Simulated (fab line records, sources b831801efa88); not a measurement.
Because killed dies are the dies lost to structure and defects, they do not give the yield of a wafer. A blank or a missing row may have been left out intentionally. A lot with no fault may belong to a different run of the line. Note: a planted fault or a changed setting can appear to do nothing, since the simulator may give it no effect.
Matching of chambers / flow gf180mcu / 4 sister chambers for GF_V4_CMP_26 on cmp-02
The step polishes, stops on SiO2, t overpolish 15 s, target thk 0 nm. 16 wafers are shown with their chamber, then 8 later ones without.

## WAFERS PAIRED WITH THEIR CHAMBERS
wafer=L313.1; chamber=1; motor current A (A)=10.6; time to endpoint s (s)=83; overpolish run s (s)=15.000
wafer=L313.4; chamber=0; motor current A (A)=11.7; time to endpoint s (s)=82; overpolish run s (s)=15.001
wafer=L313.6; chamber=3; motor current A (A)=13.5; time to endpoint s (s)=82; overpolish run s (s)=14.994
wafer=L315.2; chamber=2; motor current A (A)=11.7; time to endpoint s (s)=84; overpolish run s (s)=15.021
wafer=L315.4; chamber=1; motor current A (A)=10.5; time to endpoint s (s)=84; overpolish run s (s)=14.983
wafer=L315.6; chamber=3; motor current A (A)=13.8; time to endpoint s (s)=84; overpolish run s (s)=14.990
wafer=L320.2; chamber=1; motor current A (A)=10.1; time to endpoint s (s)=78; overpolish run s (s)=14.995
wafer=L320.4; chamber=0; motor current A (A)=12.0; time to endpoint s (s)=83; overpolish run s (s)=14.997
wafer=L320.5; chamber=3; motor current A (A)=13.5; time to endpoint s (s)=80; overpolish run s (s)=14.998
wafer=L322.1; chamber=2; motor current A (A)=12.3; time to endpoint s (s)=86; overpolish run s (s)=15.012
wafer=L322.2; chamber=3; motor current A (A)=13.7; time to endpoint s (s)=75; overpolish run s (s)=15.007
wafer=L322.5; chamber=2; motor current A (A)=11.8; time to endpoint s (s)=84; overpolish run s (s)=14.992
wafer=L325.1; chamber=3; motor current A (A)=14.6; time to endpoint s (s)=79; overpolish run s (s)=15.007
wafer=L325.3; chamber=0; motor current A (A)=11.5; time to endpoint s (s)=83; overpolish run s (s)=14.995
wafer=L325.6; chamber=0; motor current A (A)=11.7; time to endpoint s (s)=83; overpolish run s (s)=14.981
wafer=L327.2; chamber=2; motor current A (A)=11.4; time to endpoint s (s)=85; overpolish run s (s)=15.000

SIGNATURES (averages over the wafers above)
reading=motor current A; chamber 0=11.725; chamber 1=10.400; chamber 2=11.800; chamber 3=13.820; scatter within a chamber=0.355
reading=time to endpoint s; chamber 0=82.75; chamber 1=81.67; chamber 2=84.75; chamber 3=80.00; scatter within a chamber=2.42
reading=overpolish run s; chamber 0=14.99350; chamber 1=14.99267; chamber 2=15.00625; chamber 3=14.99920; scatter within a chamber=0.00961
Rule: distance of a wafer from a chamber = root of the sum over the readings of ((wafer's reading minus chamber's mean) / reading's scatter) squared. The wafer belongs to the nearest chamber; if the next one is less than 2 further off, it can't be placed. The scatter: the root of (the sum of the squares of (reading less its chamber's mean) over the shown wafers, divided by (wafers less chambers)).

## WAFERS WHOSE CHAMBER IS MISSING
wafer=L327.3; motor current A (A)=11.6; time to endpoint s (s)=81; overpolish run s (s)=14.991
wafer=L327.6; motor current A (A)=11.9; time to endpoint s (s)=81; overpolish run s (s)=14.976
wafer=L331.1; motor current A (A)=12.0; time to endpoint s (s)=87; overpolish run s (s)=14.999
wafer=L331.3; motor current A (A)=11.3; time to endpoint s (s)=84; overpolish run s (s)=15.001
wafer=L331.4; motor current A (A)=10.6; time to endpoint s (s)=83; overpolish run s (s)=15.002
wafer=L334.2; motor current A (A)=12.0; time to endpoint s (s)=86; overpolish run s (s)=14.997
wafer=L334.3; motor current A (A)=10.5; time to endpoint s (s)=79; overpolish run s (s)=14.999
wafer=L334.5; motor current A (A)=11.5; time to endpoint s (s)=82; overpolish run s (s)=14.997

## WHICH CHAMBER EACH ONE RAN IN
wafer=L327.3; from the rows above=can't be placed: 0 or 2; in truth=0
wafer=L327.6; from the rows above=can't be placed: 0 or 2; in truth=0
wafer=L331.1; from the rows above=can't be placed: 2 or 0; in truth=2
wafer=L331.3; from the rows above=can't be placed: 0 or 2 or 1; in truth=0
wafer=L331.4; from the rows above=1; in truth=1
wafer=L334.2; from the rows above=can't be placed: 2 or 0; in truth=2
wafer=L334.3; from the rows above=1; in truth=1
wafer=L334.5; from the rows above=can't be placed: 0 or 2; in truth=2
Correct placement for 2 of the 8. Unplaceable from these rows: 6, with the true chamber sitting among the candidates in 6. Wrongly placed: 0.
